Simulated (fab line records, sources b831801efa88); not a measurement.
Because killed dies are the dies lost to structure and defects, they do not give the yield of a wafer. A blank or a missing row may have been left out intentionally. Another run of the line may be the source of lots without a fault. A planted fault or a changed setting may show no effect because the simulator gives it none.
One fault through the eyes of 2 desks / flow sfq line / each desk has only its own numbers; what lay behind them comes last

## TOOL OWNER'S DESK, pvd sputter-05
The tool's own readings at SFQ_TRILAYER_M7_DEP_SPUTTER_175 (material Nb, target thk 200 nm, time 133.3 s): means of the sampled wafers that have a number, for each lot that ran on this tool. The brackets show how far a lot's mean lies from the usual mean; more than 4 standard deviations puts the lot out of limits, marked OUT.
Columns: A = throttle valve pct at SFQ_TRILAYER_M7_DEP_SPUTTER_175, usual 29.6 %
lot=L786; first seen here=day 62 15:19; A=29.9
lot=L787; first seen here=day 62 22:31; A=30.0
lot=L797; first seen here=day 66 03:14; A=30.0
lot=L801; first seen here=day 66 23:47; A=30.0
lot=L804; first seen here=day 67 11:14; A=29.5
This desk's verdict: no lot among the 5 shows anything out of limits.

## METROLOGY DESK
What the gauges read for every lot (on any tool): the sampled wafers with a number, averaged. The brackets show how far a lot's mean lies from the usual mean; more than 4 standard deviations puts the lot out of limits, marked OUT.
Columns: A = M3_OVL at SFQ_M3_OVL_MEAS_921, usual 0 nm; B = M7_NB_RS at SFQ_M7_RS_MEAS_943, usual 0.895 ohm/sq
lot=L786; first seen here=day 27 15:42; A=3; B=0.895
lot=L787; first seen here=day 28 04:28; A=-3; B=0.902
lot=L789; first seen here=day 29 09:05; A=6; B=0.879
lot=L790; first seen here=day 29 15:10; A=-2; B=0.896
lot=L791; first seen here=day 29 23:34; A=1; B=0.909
lot=L792; first seen here=day 30 09:11; A=-7; B=0.893
lot=L793; first seen here=day 31 02:41; A=3; B=0.887
lot=L794; first seen here=day 31 11:04; A=-1; B=0.897
lot=L795; first seen here=day 31 21:16; A=4; B=0.926
lot=L797; first seen here=day 32 06:52; A=9; B=0.901
lot=L800; first seen here=day 33 12:52; A=-2; B=0.880
lot=L801; first seen here=day 34 03:16; A=2; B=1.952 (+88) OUT
lot=L804; first seen here=day 35 06:52; A=-12; B=1.484 (+49) OUT
lot=L808; first seen here=day 36 06:52; A=-1; B=0.881
Per this desk, out of limits: L801, L804; the first was L801, day 66 23:52 (M7_NB_RS at SFQ_M7_RS_MEAS_943). Within limits: L786, L787, L789, L790, L791, L792, L793, L794, L795, L797, L800, L808.

## PUT TOGETHER
L801, L804 would have let the metrology desk raise an alarm at day 66 23:52.
Nothing out of limits was seen by the tool owner's desk.
The tool owner's desk has L801, L804 on record, within its limits.
SFQ_TRILAYER_M7_DEP_SPUTTER_175 was run on pvd sputter-05 by each of the lots named.

## WHAT THE SIMULATOR HAD INSERTED
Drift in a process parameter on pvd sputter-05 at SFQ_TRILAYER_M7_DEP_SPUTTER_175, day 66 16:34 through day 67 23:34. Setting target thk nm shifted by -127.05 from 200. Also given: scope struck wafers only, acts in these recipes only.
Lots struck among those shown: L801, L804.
Per desk, hours elapsed from the start of the fault to the first reading out of limits: for the metrology desk, 7.
